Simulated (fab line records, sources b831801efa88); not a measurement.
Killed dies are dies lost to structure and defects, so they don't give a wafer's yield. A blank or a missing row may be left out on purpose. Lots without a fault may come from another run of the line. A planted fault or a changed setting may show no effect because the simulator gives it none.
A struck lot beside a sound one | flow sky130 | 26 steps out of a route of 708
Sound: wafers L569.1, L569.4, L569.5. Struck: wafers L559.3, L559.5, L559.6. The cause comes at the end.
At each step with rows: each side's tool, then ch and its chambers, then its first start. Under that, the readings that differ: sound wafers | struck wafers | difference of the means | sigmas: that difference in standard deviations of wafers without a fault.
alike: readings whose means differ by less than 2 such deviations, and words and numbers that are the same on both sides. not compared: withheld readings, readings that some wafer has no value for, bounds like >300 that may hide the same value, and numbers for which the record gives no deviation and whose values overlap.
The two part at a step that has a row with sigmas, a row that says differs or no value, or rows on one side only. Numbers that don't overlap but have no deviation are shown without sigmas and don't part them. A reading that every wafer of one side lacks parts them only if that side has two wafers or more.

first, 10 steps without rows for these wafers: SKY_SONOS_ONO_COAT_08 (resist thk 1140 nm); SKY_SONOS_ONO_SOFTBAKE_09 (time 60 s); SKY_SONOS_ONO_EXPOSE_10 (exposes mask ONOM, target cd 410 nm); SKY_SONOS_ONO_PEB_11; SKY_SONOS_ONO_DEVELOP_12 (develop time 60 s); SKY_SONOS_ONO_ETCH_15 (etches the open film in CHF3/O2, target depth 19.52 nm, time 7.8 s); SKY_SONOS_ONO_WET_ETCH_16 (etches SiO2 in dHF, target depth 14 nm, time 280 s); SKY_SONOS_ONO_STRIP_17 (strips in O2/N2); SKY_SONOS_ONO_WET_ETCH_18 (etches Si3N4 in H3PO4, target depth 15 nm, time 172 s); SKY_GATE_OXIDE_CLEAN_00 (cleans in SC1/SC2, time 150 s).
SKY_GATE_OXIDE_OXIDATION_01: stabilise 600 s, purge 300 s, target thk 10.268 nm.
  sound on furnace-02 ch 0, day 20 07:58; struck on furnace-01 ch 0, day 16 17:29
  reading                                           | sound               | struck               | difference | sigmas
  spike_tc_bottom_C (C)                             | 919.6 918.5 919.1   | 930.7 931.8 932.6    | +12.6      | +7
  spike_tc_centre_C (C)                             | 900.3 899.2 900.0   | 915.9 915.8 914.2    | +15.5      | +14
  spike_tc_lower_C (C)                              | 900.2 899.7 900.6   | 915.3 917.2 915.3    | +15.8      | +13
  spike_tc_top_C (C)                                | 910.5 909.2 908.3   | 920.9 922.7 922.0    | +12.5      | +11
  spike_tc_upper_C (C)                              | 899.8 898.1 900.2   | 914.8 915.5 916.5    | +16.2      | +17
  tube_center_temp_C (C)                            | 900.1 900.04 899.88 | 915.59 915.41 915.53 | +15.50     | +99 or more
  tube_center_temp_C_max                            | 901.6 902.8 901.7   | 917.6 917.8 918.5    | +15.9      | +41
  zone_power_top_pct (%)                            | 28.3 28.2 28.8      | 29.3 29.7 29.1       | +0.9       | +3
  zone_power_upper_pct (%)                          | 16.9 16.9 16.8      | 18.4 18.4 18.4       | +1.5       | +5
  model.SiO2_of_GATE_OXIDE_OXIDATION_01.thk_nm (nm) | 9.931 10.05 10.29   | 12.18 12.18 12.07    | +2.05      |
SKY_GATE_OXIDE_THK_MEAS_02:
  sound on film_metro-02, day 20 09:23; struck on film_metro-03, day 16 18:55
  reading                          | sound            | struck            | difference | sigmas
  GATE_OXIDE_OXIDATION_00_THK (nm) | 9.89 10.06 10.23 | 12.16 12.20 12.07 | +2.08      | +10
then, 11 steps without rows for these wafers: SKY_GATE_OXIDE_DEHYDRATE_03 (time 60 s); SKY_GATE_OXIDE_HMDS_04 (prime time 60 s); SKY_GATE_OXIDE_COAT_05 (resist thk 1140 nm); SKY_GATE_OXIDE_SOFTBAKE_06 (time 60 s); SKY_GATE_OXIDE_EXPOSE_07 (exposes mask LVOM, target cd 600 nm); SKY_GATE_OXIDE_PEB_08; SKY_GATE_OXIDE_DEVELOP_09 (develop time 60 s); SKY_GATE_OXIDE_IMPLANT_11; SKY_GATE_OXIDE_WET_ETCH_12 (etches SiO2 in dHF, target depth 16.8 nm, time 336 s); SKY_GATE_OXIDE_STRIP_13 (strips in O2/N2); SKY_GATE_OXIDE_CLEAN_15 (cleans in SC1/SC2, time 150 s).
SKY_GATE_OXIDE_OXIDATION_16: stabilise 600 s, purge 300 s, target thk 3.57 nm.
  sound on furnace-02 ch 0, day 21 16:29; struck on furnace-01 ch 0, day 18 01:27
  reading                                           | sound             | struck            | difference | sigmas
  spike_tc_centre_C (C)                             | 798.5 799.4 798.9 | 801.5 800.9 801.0 | +2.2       | +2
  zone_power_upper_pct (%)                          | 13.18 13.02 13.06 | 13.65 13.62 13.57 | +0.53      | +2
  model.SiO2_of_GATE_OXIDE_OXIDATION_01.thk_nm (nm) | 11.3 11.39 11.63  | 13.41 13.41 13.29 | +1.93      |
  alike: ox_temp_c, spike_tc_bottom_C, spike_tc_lower_C, spike_tc_top_C, spike_tc_upper_C, tube_center_temp_C, tube_center_temp_C_max, zone_power_top_pct
then, 1 step without rows for these wafers: SKY_POLY_GATE_CVD_00 (deposits poly-Si, target thk 180 nm, time 720 s).
-- the record jumps here: 31 days lie between the struck wafers' starts before and after (it left off in module POLY_GATE and takes up again in module PAD_OPEN, whose first step shown is number 708 of the route) --
SKY_PAD_OPEN_PROBE_99:
  sound on prober-01, day 50 15:42; struck on prober-01, day 48 16:07
  reading                                | sound                        | struck                        | difference | sigmas
  model.etest.nfet_16v.r_on_ohm_um       | 1.39e+04 1.395e+04 1.418e+04 | 1.498e+04 1.503e+04 1.497e+04 | +9.833e+02 |
  model.etest.pfet_16v.r_on_ohm_um       | 1.501e+04 1.5e+04 1.514e+04  | 1.554e+04 1.574e+04 1.552e+04 | +5.500e+02 |
  model.etest.tip_sonos.rs_ohm_sq        | 2687 2647 2753               | 3058 3062 3062                | +365       |
  model.etest.pfet_g5v0d10v5.r_on_ohm_um | 4713 4774 4854               | 5162 5186 5129                | +379       |
  model.etest.nfet_g5v0d10v5.r_on_ohm_um | 1828 1866 1898               | 2047 2042 2022                | +173       |
  model.etest.nfet_g5v0d10v5.drive_ua_um | 624.7 618.9 614.1            | 530.1 532 533.7               | -87.3      |
  model.etest.nfet_05v0_nvt.drive_ua_um  | 591.5 587.2 575.3            | 506.2 507.1 510.9             | -76.6      |
  model.etest.pfet_g5v0d10v5.drive_ua_um | 350 342.3 335                | 304.3 302.8 304               | -38.7      |
  alike: killed_at_M0_to_M3, killed_at_M4_up, killed_at_contacts, killed_at_front_end, killed_at_other, killed_dies, killed_open, killed_short

WHERE THEY PART
First at SKY_GATE_OXIDE_OXIDATION_01; last, within this record, at SKY_GATE_OXIDE_OXIDATION_16. Later steps at which nothing parts them and some readings are alike: SKY_PAD_OPEN_PROBE_99.

WHY: what the simulator had put in
Process parameter drift: furnace-01, from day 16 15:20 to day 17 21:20, at SKY_GATE_OXIDE_OXIDATION_01. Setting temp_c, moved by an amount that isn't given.
